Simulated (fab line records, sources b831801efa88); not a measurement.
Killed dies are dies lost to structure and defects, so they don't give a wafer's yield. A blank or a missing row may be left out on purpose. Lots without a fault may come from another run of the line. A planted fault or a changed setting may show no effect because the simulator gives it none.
A struck lot beside a sound one | flow sky130 | 30 steps out of a route of 708
Sound: wafers L701.1, L701.2, L701.3. Struck: wafers L710.1, L710.4, L710.6. The cause comes at the end.
At each step with rows: each side's tool, then ch and its chambers, then its first start. Under that, the readings that differ: sound wafers | struck wafers | difference of the means | sigmas: that difference in standard deviations of wafers without a fault.
alike: readings whose means differ by less than 2 such deviations, and words and numbers that are the same on both sides. not compared: withheld readings, readings that some wafer has no value for, bounds like >300 that may hide the same value, and numbers for which the record gives no deviation and whose values overlap.
The two part at a step that has a row with sigmas, a row that says differs or no value, or rows on one side only. Numbers that don't overlap but have no deviation are shown without sigmas and don't part them. A reading that every wafer of one side lacks parts them only if that side has two wafers or more.

first, 5 steps without rows for these wafers: SKY_SONOS_ONO_COAT_08 (resist thk 1140 nm); SKY_SONOS_ONO_SOFTBAKE_09 (time 60 s); SKY_SONOS_ONO_EXPOSE_10 (exposes mask ONOM, target cd 410 nm); SKY_SONOS_ONO_PEB_11; SKY_SONOS_ONO_DEVELOP_12 (develop time 60 s).
SKY_SONOS_ONO_CD_MEAS_13: target cd 410 nm.
  sound on cd_sem-02, day 13 10:00; struck on cd_sem-02, day 16 11:45
  alike: cd_nm
SKY_SONOS_ONO_OVL_MEAS_14:
  sound on overlay-01, day 13 10:07; struck on overlay-02, day 16 11:52
  reading            | sound       | struck         | difference | sigmas
  SONOS_ONO_OVL (nm) | 1.4 2.3 1.3 | -1.4 -1.7 -3.2 | -3.8       | -3
SKY_SONOS_ONO_ETCH_15: etches the open film in CHF3/O2, target depth 19.52 nm, time 7.8 s.
  sound on rie_diel-04 ch 0,1,2, day 13 10:09; struck on rie_diel-04 ch 0,1,3, day 16 11:54
  alike: O2_flow_sccm, bias_w, drypump_motor_current_A, oes_product_au, throttle_valve_pct
  not compared: rf_hours_counter_h
then, 1 step without rows for these wafers: SKY_SONOS_ONO_WET_ETCH_16 (etches SiO2 in dHF, target depth 14 nm, time 280 s).
SKY_SONOS_ONO_STRIP_17: strips in O2/N2.
  sound on plasma_asher-01 ch 0,1, day 13 10:16; struck on plasma_asher-03 ch 0,1, day 16 12:01
  reading                      | sound             | struck            | difference | sigmas
  strip_time_to_endpoint_s (s) | 14.24 14.23 14.17 | 14.12 14.12 14.11 | -0.10      | -2
  alike: drypump_motor_current_A, n2_flow_sccm, oes_product_au
  not compared: rf_hours_counter_h
then, 2 steps without rows for these wafers: SKY_SONOS_ONO_WET_ETCH_18 (etches Si3N4 in H3PO4, target depth 15 nm, time 172 s); SKY_GATE_OXIDE_CLEAN_00 (cleans in SC1/SC2, time 150 s).
SKY_GATE_OXIDE_OXIDATION_01: stabilise 600 s, purge 300 s, target thk 10.268 nm.
  sound on furnace-02 ch 0, day 13 10:28; struck on furnace-01 ch 0, day 16 12:14
  reading                                           | sound             | struck            | difference | sigmas
  spike_tc_centre_C (C)                             | 900.2 900.3 899.3 | 921.7 919.9 919.7 | +20.5      | +21
  zone_power_lower_pct (%)                          | 20.4 20.3 20.4    | 13.6 13.6 13.2    | -6.9       | -5
  zone_power_upper_pct (%)                          | 17.9 18.4 18.6    | 14.9 14.9 14.8    | -3.4       | -10
  model.SiO2_of_GATE_OXIDE_OXIDATION_01.thk_nm (nm) | 9.947 9.846 10.09 | 10.92 10.52 10.25 | +0.60      |
  alike: zone_power_centre_pct
SKY_GATE_OXIDE_THK_MEAS_02:
  sound on film_metro-02, day 13 11:53; struck on film_metro-03, day 16 13:38
  reading                          | sound           | struck            | difference | sigmas
  GATE_OXIDE_OXIDATION_00_THK (nm) | 9.95 9.84 10.12 | 10.84 10.51 10.21 | +0.55      | +3
then, 7 steps without rows for these wafers: SKY_GATE_OXIDE_DEHYDRATE_03 (time 60 s); SKY_GATE_OXIDE_HMDS_04 (prime time 60 s); SKY_GATE_OXIDE_COAT_05 (resist thk 1140 nm); SKY_GATE_OXIDE_SOFTBAKE_06 (time 60 s); SKY_GATE_OXIDE_EXPOSE_07 (exposes mask LVOM, target cd 600 nm); SKY_GATE_OXIDE_PEB_08; SKY_GATE_OXIDE_DEVELOP_09 (develop time 60 s).
SKY_GATE_OXIDE_OVL_MEAS_10:
  sound on overlay-01, day 14 13:28; struck on overlay-02, day 17 19:04
  alike: GATE_OXIDE_OVL
then, 2 steps without rows for these wafers: SKY_GATE_OXIDE_IMPLANT_11; SKY_GATE_OXIDE_WET_ETCH_12 (etches SiO2 in dHF, target depth 16.8 nm, time 336 s).
SKY_GATE_OXIDE_STRIP_13: strips in O2/N2.
  sound on plasma_asher-02 ch 0,1, day 14 13:45; struck on plasma_asher-02 ch 0,1, day 17 19:20
  alike: drypump_motor_current_A, n2_flow_sccm, oes_product_au, strip_time_to_endpoint_s
  not compared: rf_hours_counter_h
SKY_GATE_OXIDE_TW_MEAS_14:
  sound on film_metro-04, day 14 13:51; struck on film_metro-03, day 17 19:26
  alike: GATE_OXIDE_TW
then, 1 step without rows for these wafers: SKY_GATE_OXIDE_CLEAN_15 (cleans in SC1/SC2, time 150 s).
SKY_GATE_OXIDE_OXIDATION_16: stabilise 600 s, purge 300 s, target thk 3.57 nm.
  sound on furnace-02 ch 0, day 14 15:20; struck on furnace-02 ch 0, day 17 23:02
  reading                                           | sound             | struck            | difference | sigmas
  model.SiO2_of_GATE_OXIDE_OXIDATION_01.thk_nm (nm) | 11.33 11.25 11.47 | 12.27 11.89 11.61 | +0.57      |
  alike: spike_tc_centre_C, zone_power_centre_pct, zone_power_lower_pct, zone_power_upper_pct
then, 1 step without rows for these wafers: SKY_POLY_GATE_CVD_00 (deposits poly-Si, target thk 180 nm, time 720 s).
-- the record jumps here: 31 days lie between the struck wafers' starts before and after (it left off in module POLY_GATE and takes up again in module PAD_OPEN, whose first step shown is number 708 of the route) --
SKY_PAD_OPEN_PROBE_99:
  sound on prober-02, day 46 10:34; struck on prober-01, day 48 17:58
  reading                                | sound                        | struck                        | difference | sigmas
  model.etest.nfet_16v.r_on_ohm_um       | 1.392e+04 1.396e+04 1.41e+04 | 1.473e+04 1.441e+04 1.442e+04 | +5.267e+02 |
  model.etest.tip_sonos.rs_ohm_sq        | 2600 2555 2625               | 2841 2679 2659                | +133       |
  model.etest.pfet_g5v0d10v5.r_on_ohm_um | 4630 4563 4663               | 4895 4801 4671                | +170       |
  model.etest.nfet_g5v0d10v5.r_on_ohm_um | 1831 1830 1835               | 1966 1910 1871                | +84        |
  model.etest.nfet_g5v0d10v5.drive_ua_um | 627.7 634.5 623.9            | 573 598.2 607.8               | -36        |
  model.etest.nfet_05v0_nvt.drive_ua_um  | 595.5 599.5 595.9            | 546 561.8 575.5               | -36        |
  model.etest.pfet_g5v0d10v5.drive_ua_um | 354 361.2 349.8              | 330.2 338.5 348.4             | -16.0      |
  model.etest.nfet_16v.drive_ua_um       | 229.2 232.3 227.9            | 207.9 214.6 219.7             | -15.7      |
  alike: killed_at_M0_to_M3, killed_at_M4_up, killed_at_contacts, killed_at_front_end, killed_at_other, killed_dies, killed_open, killed_short

WHERE THEY PART
First at SKY_SONOS_ONO_OVL_MEAS_14; last, within this record, at SKY_GATE_OXIDE_THK_MEAS_02. Later steps at which nothing parts them and some readings are alike: SKY_GATE_OXIDE_OVL_MEAS_10, SKY_GATE_OXIDE_STRIP_13, SKY_GATE_OXIDE_TW_MEAS_14, SKY_GATE_OXIDE_OXIDATION_16, SKY_PAD_OPEN_PROBE_99.

WHY: what the simulator had put in
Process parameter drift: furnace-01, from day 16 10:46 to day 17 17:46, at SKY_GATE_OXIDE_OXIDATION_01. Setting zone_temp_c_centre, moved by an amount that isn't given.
